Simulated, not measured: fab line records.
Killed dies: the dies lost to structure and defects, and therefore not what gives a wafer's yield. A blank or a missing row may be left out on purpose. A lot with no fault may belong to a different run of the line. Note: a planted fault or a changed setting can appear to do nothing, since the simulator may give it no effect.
Which of the tools did it?	flow gf180mcu	6 lots, 18 wafers sampled, at 3 steps of a route of 602

== WHAT EACH GAUGE READ, for each wafer ==
GF_V2_CD_MEAS_14: target cd 260 nm.
lot	measured	on	cdNm (nm)
L811	day 21 01:40	cdSem-01	260.9 261.1 261.4
L815	day 22 11:18	cdSem-01	252.1 251.6 251.4 252.2 251.8 251.6
L822	day 25 01:01	cdSem-01	259.3 259.1 259.4
L828	day 26 18:39	cdSem-01	259.5 258.4 258.7
L830	day 27 08:40	cdSem-02	260.9 260.7 261.0
L831	day 27 22:44	cdSem-02	259.0 257.8 258.6

== WHAT TOOL EACH LOT RAN ON (gives the tool, then ch and the chambers of the sampled wafers, and finally the start) ==
lot	GF_M2_SPUTTER_03	GF_V2_SOFTBAKE_10
L811	pvdSputter-01, day 18 23:40	lithoTrack-03 ch 0, day 20 13:00
L815	pvdSputter-02, day 20 10:22	lithoTrack-04 ch 0, day 21 23:00
L822	pvdSputter-02, day 23 03:08	lithoTrack-02 ch 0, day 24 14:00
L828	pvdSputter-03, day 24 22:21	lithoTrack-02 ch 0, day 26 08:00
L830	pvdSputter-01, day 25 14:10	lithoTrack-03 ch 0, day 26 22:00
L831	pvdSputter-03, day 26 05:15	lithoTrack-04 ch 0, day 27 12:00
- GF_M2_SPUTTER_03: material Ti, target thk 10 nm, time 6.7 s.
- GF_V2_SOFTBAKE_10: time 60 s.

== THE ANSWER, worked out from the rows above alone ==
Rule: the usual values come from the lots themselves. Put in order of their means at a reading, lots are off if they are a third of the lots or fewer, leave a main group of 4 or more, and stand apart from it by a gap of 3 or more times the standard deviation of the main group's means; of several such gaps the widest counts. Not used: any main group whose means are identical at the precision the tables above print for the reading. Also off: a lot with no number at a reading for which 4 or more lots have one. All remaining lots with rows at the step are treated as sound.
Off, at GF_V2_CD_MEAS_14 on cdNm: L815. Main group: mean 259.7 nm, sd 1.1.
A tool fits if, at a process step before that reading, it ran every lot that is off, and no sound lot after the first of them. The gauges at GF_V2_CD_MEAS_14 are tried like those tools. Of those tried, none fits.

== WHAT THE SIMULATOR HAD INSERTED ==
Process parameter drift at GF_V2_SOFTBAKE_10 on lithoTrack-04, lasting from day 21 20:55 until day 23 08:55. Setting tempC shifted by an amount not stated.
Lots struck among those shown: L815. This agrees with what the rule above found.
